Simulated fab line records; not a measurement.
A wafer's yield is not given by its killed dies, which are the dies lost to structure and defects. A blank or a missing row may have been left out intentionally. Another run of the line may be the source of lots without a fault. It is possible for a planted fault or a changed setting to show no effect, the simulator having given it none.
Chamber matching + flow sky130 + rie diel-01 running SKY_POLY_CUT_ETCH_11: 3 sister chambers
The step etches Si3N4 in CF4/CH2F2/Ar, stops on poly-Si, time 42.5 s, target depth 60 nm. 18 wafers are shown with their chamber, then 8 later ones without.

== WAFERS PAIRED WITH THEIR CHAMBERS ==
| wafer  | chamber | oes product au (a.u.) | throttle valve pct (%) |
|--------|---------|-----------------------|------------------------|
| L074.1 | 2       | 0.822                 | 14.983                 |
| L074.2 | 0       | 0.813                 | 14.984                 |
| L074.6 | 1       | 0.835                 | 14.985                 |
| L078.4 | 2       | 0.836                 | 15.011                 |
| L078.5 | 1       | 0.841                 | 15.001                 |
| L078.6 | 0       | 0.837                 | 15.000                 |
| L080.2 | 2       | 0.837                 | 15.007                 |
| L080.5 | 1       | 0.841                 | 14.991                 |
| L080.6 | 0       | 0.832                 | 14.983                 |
| L081.2 | 2       | 0.831                 | 14.993                 |
| L081.3 | 0       | 0.837                 | 14.993                 |
| L081.4 | 1       | 0.828                 | 15.008                 |
| L083.1 | 2       | 0.828                 | 14.992                 |
| L083.2 | 1       | 0.830                 | 15.000                 |
| L083.5 | 1       | 0.830                 | 14.985                 |
| L088.1 | 1       | 0.833                 | 14.992                 |
| L088.3 | 2       | 0.837                 | 14.971                 |
| L088.4 | 2       | 0.833                 | 15.004                 |

SIGNATURES, as means of the wafers listed above
| reading            | chamber 0 | chamber 1 | chamber 2 | scatter within a chamber |
|--------------------|-----------|-----------|-----------|--------------------------|
| oes product au     | 0.82975   | 0.83400   | 0.83200   | 0.00704                  |
| throttle valve pct | 14.99000  | 14.99457  | 14.99443  | 0.0111                   |
Rule: for a wafer and a chamber, the distance is found by dividing, reading by reading, the gap between the wafer's reading and the chamber's mean by the reading's scatter, squaring, summing and taking the root. If the next closest chamber is less than 2 further off than the closest, the wafer can't be placed; otherwise it belongs to the closest. The scatter is the square root of a quotient: the sum, over the shown wafers, of each reading's squared deviation from its chamber's mean, divided by wafers minus chambers.

== WAFERS WHOSE CHAMBER IS MISSING ==
| wafer  | oes product au (a.u.) | throttle valve pct (%) |
|--------|-----------------------|------------------------|
| L093.4 | 0.824                 | 14.989                 |
| L093.5 | 0.821                 | 14.988                 |
| L094.3 | 0.823                 | 14.985                 |
| L094.4 | 0.830                 | 15.010                 |
| L094.6 | 0.825                 | 15.000                 |
| L096.2 | 0.837                 | 14.997                 |
| L096.4 | 0.826                 | 14.988                 |
| L096.6 | 0.835                 | 15.000                 |

== THE CHAMBER EACH PASSED THROUGH ==
| wafer  | from the rows above          | in truth |
|--------|------------------------------|----------|
| L093.4 | can't be placed: 0 or 2 or 1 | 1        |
| L093.5 | can't be placed: 0 or 2 or 1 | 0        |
| L094.3 | can't be placed: 0 or 2 or 1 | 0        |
| L094.4 | can't be placed: 2 or 1 or 0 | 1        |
| L094.6 | can't be placed: 2 or 0 or 1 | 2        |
| L096.2 | can't be placed: 1 or 2 or 0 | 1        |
| L096.4 | can't be placed: 0 or 2 or 1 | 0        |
| L096.6 | can't be placed: 1 or 2 or 0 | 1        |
Correct placement for 0 of the 8. Can't be placed from these rows: 8 (the true chamber is among the candidates in 8). 0 placed wrongly.
